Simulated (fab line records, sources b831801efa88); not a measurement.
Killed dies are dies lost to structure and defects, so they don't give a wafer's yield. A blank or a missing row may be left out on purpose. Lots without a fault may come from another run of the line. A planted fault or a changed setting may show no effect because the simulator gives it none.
Which tool did it? | flow sky130 | 14 lots, 42 wafers sampled, at 2 steps of a route of 708

WHAT THE GAUGES READ, wafer by wafer
SKY_LDD_HVP_TW_MEAS_10. Usual: LDD_HVP_TW 459.2, standard deviation 2.8.
lot  | measured     | on            | LDD_HVP_TW                          | flag
L501 | day 22 13:46 | film_metro-04 | 462.0 462.4 463.7                   |
L502 | day 23 01:34 | film_metro-01 | 458.6 459.1 458.1                   |
L504 | day 23 15:10 | film_metro-03 | 690.3 696.0 688.5 690.9 692.3 689.6 | OFF
L503 | day 23 17:54 | film_metro-03 | 690.1 694.5 691.3 695.3 688.7 689.2 | OFF
L505 | day 24 01:51 | film_metro-03 | 462.0 463.3 462.4                   |
L513 | day 26 18:29 | film_metro-01 | 459.2 461.0 458.6                   |
L514 | day 26 22:44 | film_metro-03 | 459.2 457.6 459.2                   |
L515 | day 27 11:11 | film_metro-04 | 456.6 456.6 457.4                   |
L516 | day 27 17:50 | film_metro-03 | 461.7 460.6 461.0                   |
L518 | day 28 07:16 | film_metro-01 | 455.5 456.9 457.0                   |
L519 | day 28 19:57 | film_metro-01 | 456.6 456.6 455.9                   |
L520 | day 29 16:59 | film_metro-04 | 457.2 459.7 458.6                   |
L522 | day 29 17:55 | film_metro-04 | 459.1 457.2 456.8                   |
L523 | day 30 05:19 | film_metro-03 | 463.6 460.6 457.6                   |

WHICH TOOL RAN EACH LOT (tool, then ch and the chambers of the sampled wafers, then the start)
lot  | SKY_LDD_HVP_IMPLANT_08
L501 | implanter-04 ch 0, day 22 13:31
L502 | implanter-04 ch 0, day 23 01:20
L504 | implanter-04 ch 0, day 23 14:58
L503 | implanter-04 ch 0, day 23 17:40
L505 | implanter-03 ch 0, day 24 01:37
L513 | implanter-04 ch 0, day 26 18:14
L514 | implanter-03 ch 0, day 26 22:29
L515 | implanter-04 ch 0, day 27 10:56
L516 | implanter-01 ch 0, day 27 17:35
L518 | implanter-04 ch 0, day 28 07:03
L519 | implanter-01 ch 0, day 28 19:44
L520 | implanter-03 ch 0, day 29 16:44
L522 | implanter-04 ch 0, day 29 17:40
L523 | implanter-03 ch 0, day 30 05:05
- SKY_LDD_HVP_IMPLANT_08

WHAT THE TOOLS THEMSELVES READ (means of the sampled wafers that have a number; where no wafer has one, the mark that the record gives instead)
SKY_LDD_HVP_IMPLANT_08. Usual: dose_ions_cm2 1.6999e+13, standard deviation 1.8e+10; faraday_current_uA 96.3, standard deviation 2.
lot  | tool         | dose_ions_cm2 | faraday_current_uA | flag
L501 | implanter-04 | 1.7003e+13    | 95.6               |
L502 | implanter-04 | 1.6985e+13    | 95.6               |
L504 | implanter-04 | 6.1593e+13    | 342.1              | OFF
L503 | implanter-04 | 6.1582e+13    | 347.4              | OFF
L505 | implanter-03 | 1.7005e+13    | 96.2               |
L513 | implanter-04 | 1.7014e+13    | 97.1               |
L514 | implanter-03 | 1.7014e+13    | 97.6               |
L515 | implanter-04 | 1.7005e+13    | 98.5               |
L516 | implanter-01 | 1.6994e+13    | 95.5               |
L518 | implanter-04 | 1.7000e+13    | 97.0               |
L519 | implanter-01 | 1.6993e+13    | 95.9               |
L520 | implanter-03 | 1.7006e+13    | 95.7               |
L522 | implanter-04 | 1.7001e+13    | 97.0               |
L523 | implanter-03 | 1.7001e+13    | 95.9               |

THE ANSWER, worked out from the rows above alone
Rule: a lot is off if the mean of its wafers that have a number lies more than 3 standard deviations from the usual mean. A lot without any number at a reading at which 4 lots or more have one is off too. The other lots that the step has rows for count as sound. The gauges are gone through in route order, then the tools' own readings, and for those a lot's mean is taken as printed above. The first step at which some lot is off is used, and at that step the reading that is off furthest; a lot without a number counts as furthest.
Off: L504, L503, at SKY_LDD_HVP_TW_MEAS_10 (LDD_HVP_TW).
A tool fits if, at a process step before that reading, it ran every lot that is off, and no sound lot after the first of them. The gauges at SKY_LDD_HVP_TW_MEAS_10 aren't tried: what is off there is off at SKY_LDD_HVP_IMPLANT_08 too, on other tools, and a gauge's error can't cause that. None of those tried fits.

WHAT THE SIMULATOR HAD PUT IN
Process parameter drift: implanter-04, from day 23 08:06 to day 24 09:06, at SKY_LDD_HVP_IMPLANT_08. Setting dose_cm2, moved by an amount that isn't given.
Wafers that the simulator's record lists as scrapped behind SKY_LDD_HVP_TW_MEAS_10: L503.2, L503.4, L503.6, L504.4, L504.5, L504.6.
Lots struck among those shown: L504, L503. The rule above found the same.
